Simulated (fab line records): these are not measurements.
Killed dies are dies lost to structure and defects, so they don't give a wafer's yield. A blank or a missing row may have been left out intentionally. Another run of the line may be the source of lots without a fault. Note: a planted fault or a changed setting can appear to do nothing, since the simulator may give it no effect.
fab line records    flow gf180mcu
record lots=24  wafers=72  lastDay=34
route steps=602 shown STI@14 NWELL@52 NSD@247 V2@400 MIM@512 TOP_METAL@572
lots that met no fault: taken from a fault-free run of the same line
startH: hours from the record's first day to the start of the lot's first wafer shown    waitH: time in hours since the lot's previous step    " identical to the entry in the row above    L1.1+2: one row covering several wafers at once    - no value, or no start given    * or withheld: withheld    < > ~ a bound
route shown NAME@n: names a module that has steps shown in the file, with the first one's number in the route    usual: average and standard deviation across the fault-free wafers    same: alike in all rows    chamber/n: place in a boat    sites: per-site readings    _std_site: their standard deviation    _edge_site: mean of outer sites minus mean of inner sites    radiusMm: for every site, how far away it sits from the centre of the wafer    mask NAME#n: copy n    behind: the most recent tool/chamber to have shaped the wafer    hold: why the lot was held/for how many hours/how that ended    device: whichever transistor did not switch (one of n, p or np)    end of line: at the end of the route, the tests of the same wafers    a step with no rows: only its recipe    killed: at the first sort, the dies lost to defects and structure; wafer yield is something else    map: shows each die of a wafer: x if killed, . if not, _ if none is there
set.NAME: the run value of the setting; set.NAME@STEP: its run value at that earlier step    model.NAME: the simulator's own value behind a step, which no gauge read
route steps across a sampled set of lots; one table per step, one row per wafer
services: from which hour (startH, from the record's first day; less than 0 if before it) a tool's chamber was out of use, for how many hours, and why
## steps
# step GF_STI_ETCH_13
# recipe chemistry=CHF3/O2  stopOn=Si  overEtchFrac=0.3  targetDepthA=2823.1  sourceW=600  biasW=200  pressureMtorr=40  chf3FlowSccm=50  O2_flow_sccm=5  timeS=112.9
# usual drypumpMotorCurrentA=5.6/0.39  oesProductAu=0.836/0.006  throttleValvePct=8.812/0.0084
# same overEtchFrac=0.3
lot.wafer  tool        chamber  startH  waitH  drypumpMotorCurrentA  oesProductAu  rfHoursCounterH  throttleValvePct
L074.2     rieDiel-04  2        25.40   0.1    5.2                   0.825         144              8.801
L074.4     "           0        "       "      5.4                   0.830         7                8.811
L074.6     "           0        "       "      5.3                   0.843         -                8.815
L075.2     rieDiel-04  0        30.50   0.1    5.3                   0.828         8                8.809
L075.3     "           3        "       "      5.4                   0.832         131              8.819
L075.6     "           0        "       "      5.4                   0.830         -                8.814
L076.1     rieDiel-04  0        35.46   0.1    5.3                   0.842         8                8.809
L076.4     "           1        "       "      6.2                   0.841         -                8.806
L076.5     "           2        "       "      5.2                   0.837         -                8.813
L077.3     rieDiel-02  3        41.05   0.1    5.9                   0.841         1                8.822
L077.5     "           0        "       "      5.8                   0.839         -                8.805
L077.6     "           1        "       "      5.6                   0.844         -                8.815
L078.3     rieDiel-04  1        46.60   0.1    6.2                   0.835         3                8.814
L078.4     "           1        "       "      6.2                   0.835         -                8.818
L078.6     "           0        "       "      5.4                   0.831         -                8.816
L079.1     rieDiel-04  0        50.86   0.1    5.4                   0.837         8                8.804
L079.3     "           1        "       "      6.2                   0.833         3                8.790
L079.6     "           0        "       "      5.3                   0.837         -                8.787
L080.3     rieDiel-02  1        56.36   0.1    5.6                   0.857         168              8.807
L080.4     "           3        "       "      5.9                   0.844         2                8.818
L080.6     "           2        "       "      4.8                   0.842         -                8.814
L081.1     rieDiel-04  2        62.70   0.1    5.2                   0.826         145              8.823
L081.2     "           1        "       "      6.2                   0.842         3                8.802
L081.3     "           0        "       "      5.4                   0.840         9                8.820
L082.1     rieDiel-04  3        67.25   0.1    5.4                   0.832         131              8.809
L082.4     "           0        "       "      5.4                   0.832         9                8.815
L082.6     "           0        "       "      5.4                   0.834         -                8.823
L083.3     rieDiel-04  1        72.12   0.1    6.2                   0.832         3                8.813
L083.4     "           0        "       "      5.4                   0.837         9                8.812
L083.5     "           1        "       "      6.2                   0.828         -                8.813
L084.1     rieDiel-03  0        76.56   0.1    5.5                   0.838         51               8.804
L084.2     "           1        "       "      5.7                   0.839         67               8.806
L084.5     "           3        "       "      5.5                   0.840         -                8.824
L085.2     rieDiel-02  3        82.41   0.1    5.9                   0.840         3                8.801
L085.4     "           3        "       "      5.9                   0.837         -                8.815
L085.6     "           2        "       "      4.8                   0.840         -                8.815
L086.1     rieDiel-03  1        88.25   0.1    5.7                   0.832         67               8.807
L086.2     "           0        "       "      5.5                   0.844         51               8.812
L086.4     "           3        "       "      5.5                   0.833         28               8.818
L087.3     rieDiel-03  2        92.41   0.1    6.1                   0.835         92               8.811
L087.4     "           3        "       "      5.6                   0.825         28               8.805
L087.6     "           2        "       "      6.1                   0.842         -                8.820
L088.1     rieDiel-02  2        99.41   0.1    4.9                   0.831         150              8.809
L088.3     "           3        "       "      5.9                   0.839         3                8.807
L088.4     "           0        "       "      5.9                   0.837         -                8.818
L089.2     rieDiel-04  3        103.15  0.1    5.4                   0.825         132              8.819
L089.3     "           2        "       "      5.2                   0.820         146              8.804
L089.5     "           0        "       "      5.3                   0.834         -                8.804
L090.3     rieDiel-02  3        107.90  0.1    5.9                   0.831         4                8.793
L090.4     "           2        "       "      4.8                   0.840         -                8.820
L090.6     "           3        "       "      5.9                   0.833         -                8.826
L091.2     rieDiel-03  1        113.31  0.1    5.7                   0.829         68               8.802
L091.4     "           0        "       "      5.4                   0.831         -                8.820
L091.6     "           3        "       "      5.5                   0.824         -                8.821
L092.1     rieDiel-02  2        119.31  0.1    4.8                   0.843         150              8.808
L092.2     "           0        "       "      5.9                   0.835         1                8.806
L092.4     "           2        "       "      4.8                   0.831         -                8.805
L093.1     rieDiel-04  3        123.06  0.1    5.4                   0.833         133              8.811
L093.3     "           1        "       "      6.2                   0.831         5                8.823
L093.4     "           2        "       "      5.2                   0.828         146              8.807
L094.1     rieDiel-02  0        129.81  0.1    5.8                   0.833         1                8.807
L094.3     "           2        "       "      4.8                   0.833         151              8.817
L094.6     "           0        "       "      5.9                   0.834         -                8.806
L095.1     rieDiel-03  2        134.96  0.1    6.1                   0.840         93               8.825
L095.2     "           1        "       "      5.7                   0.852         68               8.806
L095.3     "           0        "       "      5.5                   0.845         52               8.817
L096.3     rieDiel-03  1        138.91  0.1    5.7                   0.832         68               8.817
L096.5     "           2        "       "      6.0                   0.841         -                8.803
L096.6     "           1        "       "      5.7                   0.832         -                8.805
L097.1     rieDiel-02  0        148.31  0.1    5.9                   0.837         1                8.797
L097.2     "           1        "       "      5.6                   0.835         0                8.814
L097.4     "           3        "       "      6.0                   0.830         5                8.812
# step GF_NWELL_STRIP_10
# recipe chemistry=O2/N2  powerW=1400  pressureMtorr=1500  platenTempC=250  o2FlowSccm=3000  n2FlowSccm=300  overashFraction=0.5
# usual drypumpMotorCurrentA=5.8/0.46  heaterPowerW=337/26  n2FlowSccm=300.1/0.88  oesProductAu=0.723/0.0045  stripTimeToEndpointS=37.00/0.11
lot.wafer  tool            chamber  startH  waitH  drypumpMotorCurrentA  heaterPowerW  n2FlowSccm  oesProductAu  rfHoursCounterH  stripTimeToEndpointS
L074.2     plasmaAsher-01  1        55.61   0.1    6.0                   343           299.7       0.728         38               37.05
L074.4     "               1        "       "      6.1                   341           300.3       0.729         -                37.10
L074.6     "               1        "       "      6.1                   346           299.7       0.719         -                37.10
L075.2     plasmaAsher-03  0        61.13   0.1    6.6                   300           298.8       0.730         42               36.96
L075.3     "               0        "       "      6.6                   310           299.1       0.724         -                36.91
L075.6     "               0        "       "      6.5                   307           300.0       0.727         -                36.92
L076.1     plasmaAsher-03  0        65.81   0.1    6.6                   306           301.7       0.717         43               36.80
L076.4     "               1        "       "      5.4                   363           301.3       0.718         -                36.96
L076.5     "               0        "       "      6.6                   304           298.5       0.721         -                36.92
L077.3     plasmaAsher-03  1        72.71   0.1    5.3                   355           301.4       0.730         -                36.89
L077.5     "               0        "       "      6.5                   305           301.5       0.718         -                36.98
L077.6     "               1        "       "      5.3                   355           300.0       0.721         -                37.03
L078.3     plasmaAsher-03  0        77.20   0.1    6.6                   304           301.0       0.724         -                36.97
L078.4     "               1        "       "      5.3                   351           299.4       0.726         -                36.89
L078.6     "               1        "       "      5.3                   353           300.5       0.728         -                36.93
L079.1     plasmaAsher-04  1        82.82   0.1    5.4                   365           298.8       0.725         45               36.99
L079.3     "               0        "       "      5.4                   348           298.9       0.727         -                37.13
L079.6     "               0        "       "      5.4                   350           299.8       0.726         -                37.06
L080.3     plasmaAsher-04  1        87.44   0.1    5.4                   367           299.2       0.719         -                36.96
L080.4     "               0        "       "      5.3                   339           298.4       0.712         -                36.94
L080.6     "               1        "       "      5.3                   367           299.8       0.723         -                36.83
L081.1     plasmaAsher-04  0        95.06   0.1    5.3                   350           298.8       0.725         46               37.13
L081.2     "               1        "       "      5.3                   368           301.1       0.719         46               37.07
L081.3     "               0        "       "      5.4                   336           300.2       0.721         -                37.04
L082.1     plasmaAsher-03  1        98.26   0.1    5.4                   368           300.0       0.722         46               36.75
L082.4     "               1        "       "      5.4                   365           298.4       0.730         -                36.76
L082.6     "               0        "       "      6.5                   313           300.4       0.724         -                36.71
L083.3     plasmaAsher-01  1        104.46  0.1    6.0                   342           300.6       0.714         -                36.98
L083.4     "               0        "       "      5.8                   291           300.5       0.726         -                36.97
L083.5     "               0        "       "      5.8                   284           300.2       0.726         -                36.92
L084.1     plasmaAsher-04  1        110.21  0.1    5.3                   372           299.7       0.718         48               36.88
L084.2     "               0        "       "      5.3                   356           302.0       0.724         48               36.98
L084.5     "               1        "       "      5.3                   373           299.7       0.724         -                36.88
L085.2     plasmaAsher-03  0        117.02  0.1    6.5                   305           300.1       0.719         49               36.97
L085.4     "               1        "       "      5.4                   363           300.3       0.720         -                36.93
L085.6     "               0        "       "      6.5                   306           300.0       0.718         -                36.96
L086.1     plasmaAsher-01  1        121.81  0.1    6.0                   340           299.8       0.718         0                37.34
L086.2     "               0        "       "      5.8                   298           300.4       0.722         0                37.30
L086.4     "               0        "       "      5.8                   304           300.9       0.715         -                37.33
L087.3     plasmaAsher-03  1        126.94  0.1    5.4                   371           299.6       0.711         -                37.18
L087.4     "               0        "       "      6.5                   302           300.0       0.721         -                37.09
L087.6     "               0        "       "      6.6                   302           300.5       0.722         -                37.08
L088.1     plasmaAsher-03  1        133.71  0.1    5.4                   353           300.7       0.723         50               36.90
L088.3     "               0        "       "      6.5                   306           301.1       0.719         -                36.88
L088.4     "               1        "       "      5.4                   366           301.0       0.723         -                36.81
L089.2     plasmaAsher-01  0        137.77  0.1    5.8                   300           299.2       0.725         2                37.03
L089.3     "               0        "       "      5.8                   304           300.0       0.719         -                36.91
L089.5     "               1        "       "      6.0                   347           300.0       0.729         -                37.13
L090.3     plasmaAsher-01  1        142.91  0.1    6.0                   340           301.3       0.718         -                37.04
L090.4     "               0        "       "      5.8                   307           298.1       0.729         -                37.12
L090.6     "               0        "       "      5.8                   302           299.1       0.721         -                37.12
L091.2     plasmaAsher-01  1        148.45  0.1    6.0                   355           300.4       0.725         3                37.15
L091.4     "               1        "       "      6.1                   361           300.8       0.726         -                36.95
L091.6     "               1        "       "      6.0                   350           299.8       0.722         -                37.04
L092.1     plasmaAsher-04  1        154.31  0.1    5.3                   358           300.4       0.720         53               37.03
L092.2     "               0        "       "      5.3                   342           299.8       0.723         53               37.00
L092.4     "               1        "       "      5.3                   366           300.0       0.724         -                37.01
L093.1     plasmaAsher-04  1        159.61  0.1    5.4                   367           299.3       0.714         54               36.89
L093.3     "               1        "       "      5.3                   368           299.9       0.724         -                36.99
L093.4     "               0        "       "      5.4                   357           300.5       0.718         -                36.91
L094.1     plasmaAsher-01  0        166.32  0.1    5.8                   308           301.8       0.726         5                37.05
L094.3     "               0        "       "      5.8                   305           300.3       0.720         -                37.08
L094.6     "               1        "       "      6.1                   343           298.3       0.729         -                36.97
L095.1     plasmaAsher-04  1        171.47  0.1    5.4                   373           301.4       0.728         55               37.05
L095.2     "               0        "       "      5.3                   347           298.7       0.719         55               36.90
L095.3     "               0        "       "      5.3                   338           299.2       0.723         -                37.03
L096.3     plasmaAsher-03  1        175.30  0.1    5.4                   359           300.8       0.718         -                37.00
L096.5     "               1        "       "      5.4                   355           301.4       0.718         -                36.93
L096.6     "               0        "       "      6.5                   306           299.7       0.717         -                37.00
L097.1     plasmaAsher-01  1        186.92  0.1    6.0                   338           300.1       0.724         7                36.98
L097.2     "               0        "       "      5.8                   317           300.3       0.720         7                36.91
L097.4     "               0        "       "      5.8                   315           300.1       0.719         -                36.96
# step GF_NSD_TW_MEAS_12
# usual NSD_TW=4219/42
lot.wafer  tool          chamber  startH  waitH  NSD_TW
L074.2     filmMetro-03  -        295.99  0.1    4190
L074.4     "             -        "       "      4205
L074.6     "             -        "       "      4227
L075.2     filmMetro-03  -        303.54  0.1    4207
L075.3     "             -        "       "      4197
L075.6     "             -        "       "      4193
L076.1     filmMetro-03  -        313.33  0.1    4178
L076.4     "             -        "       "      4188
L076.5     "             -        "       "      4169
L077.3     filmMetro-03  -        323.58  0.1    4184
L077.5     "             -        "       "      4225
L077.6     "             -        "       "      4213
L078.3     filmMetro-01  -        330.56  0.1    4207
L078.4     "             -        "       "      4242
L078.6     "             -        "       "      4217
L079.1     filmMetro-03  -        338.63  0.1    4182
L079.3     "             -        "       "      4173
L079.6     "             -        "       "      4145
L080.3     filmMetro-04  -        343.36  0.1    4263
L080.4     "             -        "       "      4249
L080.6     "             -        "       "      4264
L081.1     filmMetro-01  -        358.29  0.1    4220
L081.2     "             -        "       "      4213
L081.3     "             -        "       "      4195
L082.1     filmMetro-01  -        358.68  0.1    4219
L082.4     "             -        "       "      4259
L082.6     "             -        "       "      4238
L083.3     filmMetro-04  -        371.85  0.1    4250
L083.4     "             -        "       "      4263
L083.5     "             -        "       "      4242
L084.1     filmMetro-01  -        379.39  0.1    4268
L084.2     "             -        "       "      4260
L084.5     "             -        "       "      4240
L085.2     filmMetro-04  -        392.18  0.1    4286
L085.4     "             -        "       "      4281
L085.6     "             -        "       "      4298
L086.1     filmMetro-04  -        395.84  0.1    4290
L086.2     "             -        "       "      4295
L086.4     "             -        "       "      4292
L087.3     filmMetro-01  -        403.16  0.1    4240
L087.4     "             -        "       "      4260
L087.6     "             -        "       "      4250
L088.1     filmMetro-03  -        415.53  0.1    4169
L088.3     "             -        "       "      4168
L088.4     "             -        "       "      4168
L089.2     filmMetro-01  -        420.59  0.1    4243
L089.3     "             -        "       "      4270
L089.5     "             -        "       "      4238
L090.3     filmMetro-03  -        426.24  0.1    4159
L090.4     "             -        "       "      4172
L090.6     "             -        "       "      4175
L091.2     filmMetro-01  -        435.85  0.1    4278
L091.4     "             -        "       "      4264
L091.6     "             -        "       "      4247
L092.1     filmMetro-03  -        443.04  0.1    4168
L092.2     "             -        "       "      4159
L092.4     "             -        "       "      4156
L093.1     filmMetro-03  -        453.83  0.1    4146
L093.3     "             -        "       "      4157
L093.4     "             -        "       "      4146
L094.1     filmMetro-03  -        464.77  0.1    4178
L094.3     "             -        "       "      4226
L094.6     "             -        "       "      4193
L095.1     filmMetro-01  -        472.73  0.1    4242
L095.2     "             -        "       "      4260
L095.3     "             -        "       "      4259
L096.3     filmMetro-03  -        477.10  0.1    4186
L096.5     "             -        "       "      4197
L096.6     "             -        "       "      4214
L097.1     filmMetro-04  -        493.32  0.1    4237
L097.2     "             -        "       "      4270
L097.4     "             -        "       "      4252
# step GF_V2_STRIP_18
# recipe chemistry=O2/N2  powerW=1400  pressureMtorr=1500  platenTempC=250  o2FlowSccm=3000  n2FlowSccm=300  overashFraction=0.5
# usual drypumpMotorCurrentA=5.5/0.48  heaterPowerW=334/28  n2FlowSccm=299.8/0.83  oesProductAu=0.592/0.0051
lot.wafer  tool            chamber  startH  waitH  drypumpMotorCurrentA  heaterPowerW  n2FlowSccm  oesProductAu  rfHoursCounterH
L074.2     plasmaAsher-03  1        462.46  -      5.3                   359           298.4       0.593         85
L074.4     "               0        "       "      6.6                   305           301.3       0.587         -
L074.6     "               1        "       "      5.3                   364           298.9       0.591         -
L075.2     plasmaAsher-04  1        471.32  -      5.3                   379           299.6       0.593         5
L075.3     "               1        "       "      5.3                   384           298.7       0.595         -
L075.6     "               1        "       "      5.3                   393           299.7       0.589         -
L076.1     plasmaAsher-03  0        483.17  -      6.6                   310           298.7       0.588         87
L076.4     "               0        "       "      6.6                   299           300.5       0.591         -
L076.5     "               0        "       "      6.6                   307           299.9       0.590         -
L077.3     plasmaAsher-02  0        493.55  -      5.2                   327           299.8       0.591         -
L077.5     "               1        "       "      5.2                   303           300.4       0.593         -
L077.6     "               0        "       "      5.2                   339           300.1       0.600         -
L078.3     plasmaAsher-03  0        502.52  -      6.6                   312           299.8       0.592         -
L078.4     "               1        "       "      5.4                   361           299.8       0.599         -
L078.6     "               1        "       "      5.4                   360           299.7       0.602         -
L079.1     plasmaAsher-04  0        512.75  -      5.4                   328           299.3       0.597         9
L079.3     "               0        "       "      5.4                   328           299.1       0.600         -
L079.6     "               0        "       "      5.4                   320           298.3       0.595         -
L080.3     plasmaAsher-03  0        514.74  -      6.6                   313           300.0       0.591         -
L080.4     "               1        "       "      5.3                   376           299.7       0.589         -
L080.6     "               1        "       "      5.4                   362           299.8       0.593         -
L081.1     plasmaAsher-02  0        532.01  -      5.2                   333           300.7       0.594         71
L081.2     "               1        "       "      5.2                   317           298.5       0.599         71
L081.3     "               0        "       "      5.2                   333           301.7       0.599         -
L082.1     plasmaAsher-03  0        532.66  -      6.6                   297           299.6       0.592         92
L082.4     "               0        "       "      6.6                   303           299.1       0.586         -
L082.6     "               1        "       "      5.3                   362           298.8       0.599         -
L083.3     plasmaAsher-02  0        547.29  -      5.2                   333           300.3       0.592         -
L083.4     "               1        "       "      5.2                   308           299.0       0.596         -
L083.5     "               0        "       "      5.2                   327           300.5       0.591         -
L084.1     plasmaAsher-02  0        552.71  -      5.2                   342           301.3       0.589         73
L084.2     "               1        "       "      5.2                   301           299.0       0.599         73
L084.5     "               1        "       "      5.2                   307           300.5       0.599         -
L085.2     plasmaAsher-03  0        566.70  -      6.6                   304           300.5       0.590         96
L085.4     "               1        "       "      5.4                   364           300.5       0.586         -
L085.6     "               1        "       "      5.4                   362           299.2       0.592         -
L086.1     plasmaAsher-04  1        569.36  -      5.3                   387           300.0       0.596         15
L086.2     "               0        "       "      5.3                   321           300.8       0.591         15
L086.4     "               1        "       "      5.3                   390           299.8       0.597         -
L087.3     plasmaAsher-03  1        575.08  -      5.4                   362           299.6       0.595         -
L087.4     "               0        "       "      6.6                   305           299.8       0.595         -
L087.6     "               0        "       "      6.5                   307           298.9       0.582         -
L088.1     plasmaAsher-04  1        585.71  -      5.3                   375           300.2       0.593         17
L088.3     "               0        "       "      5.4                   326           299.5       0.595         -
L088.4     "               1        "       "      5.3                   389           299.1       0.592         -
L089.2     plasmaAsher-02  1        590.10  -      5.2                   311           300.7       0.586         77
L089.3     "               1        "       "      5.2                   313           300.3       0.579         -
L089.5     "               1        "       "      5.2                   307           301.2       0.593         -
L090.3     plasmaAsher-04  0        594.83  -      5.4                   322           298.8       0.589         -
L090.4     "               1        "       "      5.3                   375           300.0       0.594         -
L090.6     "               0        "       "      5.4                   324           299.4       0.583         -
L091.2     plasmaAsher-04  1        605.26  -      5.3                   390           300.0       0.590         19
L091.4     "               0        "       "      5.4                   322           300.2       0.590         -
L091.6     "               0        "       "      5.4                   322           300.1       0.588         -
L092.1     plasmaAsher-03  1        611.41  -      5.4                   355           300.8       0.602         101
L092.2     "               0        "       "      6.6                   309           299.8       0.594         101
L092.4     "               1        "       "      5.3                   362           300.7       0.604         -
L093.1     plasmaAsher-02  1        620.40  -      5.2                   312           300.3       0.594         80
L093.3     "               0        "       "      5.2                   334           300.0       0.581         -
L093.4     "               1        "       "      5.2                   308           299.1       0.591         -
L094.1     plasmaAsher-04  1        629.41  -      5.3                   389           299.2       0.592         22
L094.3     "               1        "       "      5.4                   389           300.8       0.595         -
L094.6     "               1        "       "      5.3                   377           299.8       0.596         -
L095.1     plasmaAsher-02  0        635.28  -      5.2                   324           301.0       0.597         82
L095.2     "               1        "       "      5.2                   314           300.1       0.583         82
L095.3     "               0        "       "      5.3                   330           300.0       0.588         -
L096.3     plasmaAsher-02  0        638.29  -      5.2                   337           300.8       0.589         -
L096.5     "               0        "       "      5.3                   333           299.9       0.584         -
L096.6     "               1        "       "      5.2                   307           299.8       0.600         -
L097.1     plasmaAsher-02  1        652.15  -      5.2                   307           299.8       0.589         84
L097.2     "               0        "       "      5.2                   338           299.8       0.599         84
L097.4     "               1        "       "      5.2                   305           300.5       0.593         -
# step GF_MIM_SPUTTER_09
# recipe material=TiN  targetThkNm=35  powerW=6500  timeS=29.2  chamberPressurePa=0.4
# usual throttleValvePct=30.1/0.86
lot.wafer  tool           chamber  startH  waitH  throttleValvePct
L074.2     pvdSputter-01  -        563.01  0.0    29.9
L074.4     "              -        "       "      29.6
L074.6     "              -        "       "      31.5
L075.2     pvdSputter-01  -        571.57  0.0    29.7
L075.3     "              -        "       "      30.2
L075.6     "              -        "       "      30.5
L076.1     pvdSputter-02  -        582.95  0.0    29.1
L076.4     "              -        "       "      30.4
L076.5     "              -        "       "      30.5
L077.3     pvdSputter-02  -        592.12  0.0    30.3
L077.5     "              -        "       "      30.7
L077.6     "              -        "       "      30.1
L078.3     pvdSputter-01  -        598.82  0.0    29.7
L078.4     "              -        "       "      31.5
L078.6     "              -        "       "      29.8
L079.1     pvdSputter-04  -        608.84  0.0    28.5
L079.3     "              -        "       "      28.4
L079.6     "              -        "       "      28.4
L080.3     pvdSputter-04  -        609.80  0.0    31.5
L080.4     "              -        "       "      30.1
L080.6     "              -        "       "      31.7
L081.1     pvdSputter-04  -        624.86  0.0    28.5
L081.2     "              -        "       "      31.5
L081.3     "              -        "       "      30.3
L082.1     pvdSputter-04  -        626.44  0.0    28.3
L082.4     "              -        "       "      28.6
L082.6     "              -        "       "      28.9
L083.3     pvdSputter-01  -        639.05  0.0    29.7
L083.4     "              -        "       "      29.8
L083.5     "              -        "       "      29.8
L084.1     pvdSputter-04  -        644.12  0.0    31.4
L084.2     "              -        "       "      28.9
L084.5     "              -        "       "      28.8
L085.2     pvdSputter-02  -        657.56  0.0    29.1
L085.4     "              -        "       "      29.9
L085.6     "              -        "       "      30.3
L086.1     pvdSputter-02  -        660.72  0.0    30.1
L086.2     "              -        "       "      28.9
L086.4     "              -        "       "      30.1
L087.3     pvdSputter-02  -        664.26  0.0    30.2
L087.4     "              -        "       "      30.2
L087.6     "              -        "       "      30.6
L088.1     pvdSputter-02  -        674.02  0.0    30.0
L088.3     "              -        "       "      29.0
L088.4     "              -        "       "      30.1
L089.2     pvdSputter-02  -        679.60  0.0    30.3
L089.3     "              -        "       "      30.5
L089.5     "              -        "       "      30.2
L090.3     pvdSputter-01  -        682.86  0.0    29.6
L090.4     "              -        "       "      30.4
L090.6     "              -        "       "      29.5
L091.2     pvdSputter-01  -        691.69  0.0    30.6
L091.4     "              -        "       "      30.0
L091.6     "              -        "       "      31.5
L092.1     pvdSputter-01  -        698.66  0.0    29.9
L092.2     "              -        "       "      31.7
L092.4     "              -        "       "      30.0
L093.1     pvdSputter-02  -        706.38  0.0    29.0
L093.3     "              -        "       "      30.1
L093.4     "              -        "       "      30.1
L094.1     pvdSputter-02  -        714.57  0.0    30.3
L094.3     "              -        "       "      30.1
L094.6     "              -        "       "      30.3
L095.1     pvdSputter-01  -        718.57  0.0    29.8
L095.2     "              -        "       "      30.3
L095.3     "              -        "       "      30.0
L096.3     pvdSputter-04  -        721.97  0.0    29.0
L096.5     "              -        "       "      28.7
L096.6     "              -        "       "      30.3
L097.1     pvdSputter-02  -        734.06  0.0    30.5
L097.2     "              -        "       "      30.1
L097.4     "              -        "       "      30.3
# step GF_TOP_METAL_RS_MEAS_05
# recipe thkMeasGauge=four-point-probe  reads=TiN_of_TOP_METAL_SPUTTER_04+Ti_of_TOP_METAL_SPUTTER_03+AlCu_of_TOP_METAL_SPUTTER_02+TiN_of_TOP_METAL_SPUTTER_01+Ti_of_TOP_METAL_SPUTTER_00
# usual TOP_METAL_ALCU_RS=0.0327/0.00045
lot.wafer  tool          chamber  startH  waitH  TOP_METAL_ALCU_RS[ohm/sq]
L074.2     filmMetro-01  -        629.77  0.0    0.0331
L074.4     "             -        "       "      0.0329
L074.6     "             -        "       "      0.0334
L075.2     filmMetro-02  -        637.34  0.0    0.0325
L075.3     "             -        "       "      0.0327
L075.6     "             -        "       "      0.0328
L076.1     filmMetro-01  -        649.19  0.0    0.0319
L076.4     "             -        "       "      0.0327
L076.5     "             -        "       "      0.0323
L077.3     filmMetro-03  -        657.03  0.1    0.0326
L077.5     "             -        "       "      0.0321
L077.6     "             -        "       "      0.0332
L078.3     filmMetro-03  -        663.08  0.1    0.0326
L078.4     "             -        "       "      0.0328
L078.6     "             -        "       "      0.0327
L079.1     filmMetro-03  -        672.38  0.0    0.0316
L079.3     "             -        "       "      0.0325
L079.6     "             -        "       "      0.0322
L080.3     filmMetro-02  -        673.27  0.1    0.0326
L080.4     "             -        "       "      0.0326
L080.6     "             -        "       "      0.0329
L081.1     filmMetro-01  -        687.68  0.0    0.0329
L081.2     "             -        "       "      0.0325
L081.3     "             -        "       "      0.0322
L082.1     filmMetro-02  -        687.91  0.0    0.0337
L082.4     "             -        "       "      0.0327
L082.6     "             -        "       "      0.0339
L083.3     filmMetro-03  -        701.57  0.1    0.0328
L083.4     "             -        "       "      0.0329
L083.5     "             -        "       "      0.0330
L084.1     filmMetro-03  -        706.15  0.0    0.0325
L084.2     "             -        "       "      0.0331
L084.5     "             -        "       "      0.0331
L085.2     filmMetro-02  -        716.44  0.0    0.0330
L085.4     "             -        "       "      0.0329
L085.6     "             -        "       "      0.0325
L086.1     filmMetro-02  -        721.06  0.0    0.0328
L086.2     "             -        "       "      0.0324
L086.4     "             -        "       "      0.0330
L087.3     filmMetro-03  -        724.11  0.1    0.0326
L087.4     "             -        "       "      0.0323
L087.6     "             -        "       "      0.0325
L088.1     filmMetro-01  -        731.94  0.0    0.0332
L088.3     "             -        "       "      0.0331
L088.4     "             -        "       "      0.0328
L089.2     filmMetro-03  -        736.98  0.0    0.0322
L089.3     "             -        "       "      0.0328
L089.5     "             -        "       "      0.0321
L090.3     filmMetro-03  -        740.02  0.1    0.0324
L090.4     "             -        "       "      0.0332
L090.6     "             -        "       "      0.0324
L091.2     filmMetro-03  -        747.80  0.0    0.0330
L091.4     "             -        "       "      0.0330
L091.6     "             -        "       "      0.0331
L092.1     filmMetro-02  -        755.03  0.0    0.0320
L092.2     "             -        "       "      0.0324
L092.4     "             -        "       "      0.0325
L093.1     filmMetro-02  -        762.22  0.0    0.0328
L093.3     "             -        "       "      0.0324
L093.4     "             -        "       "      0.0327
L094.1     filmMetro-03  -        769.23  0.0    0.0332
L094.3     "             -        "       "      0.0327
L094.6     "             -        "       "      0.0327
L095.1     filmMetro-03  -        772.14  0.0    0.0326
L095.2     "             -        "       "      0.0331
L095.3     "             -        "       "      0.0327
L096.3     filmMetro-03  -        775.85  0.1    0.0322
L096.5     "             -        "       "      0.0325
L096.6     "             -        "       "      0.0331
L097.1     filmMetro-03  -        785.88  0.0    0.0331
L097.2     "             -        "       "      0.0326
L097.4     "             -        "       "      0.0335
## services
tool            chamber  startH  hours  kind
rieDiel-04      3        33.58   31.1   repair
plasmaAsher-03  -        40.86   4.9    repair
plasmaAsher-03  -        51.69   0.9    repair
pvdSputter-02   -        52.48   3.3    repair
pvdSputter-02   -        120.04  2.0    repair
pvdSputter-02   -        123.34  2.7    repair
rieDiel-04      -        169.95  0.5    repair
plasmaAsher-03  -        202.40  1.5    repair
rieDiel-04      -        207.76  2.8    pm
plasmaAsher-04  -        215.03  1.8    repair
plasmaAsher-04  -        216.84  2.8    pm
plasmaAsher-03  -        229.30  9.2    repair
rieDiel-04      -        321.44  4.3    pm
rieDiel-04      0        372.35  3.7    repair
pvdSputter-02   -        392.03  1.1    repair
rieDiel-04      2        397.29  21.5   repair
plasmaAsher-04  -        421.25  9.0    pm
rieDiel-04      0        537.49  5.7    repair
rieDiel-04      -        541.70  14.6   pm
plasmaAsher-03  -        610.44  0.4    repair
rieDiel-04      2        674.09  4.3    repair
plasmaAsher-04  -        700.79  3.7    repair
plasmaAsher-03  -        702.67  2.8    pm
plasmaAsher-03  -        733.75  9.0    pm
## key
fault none
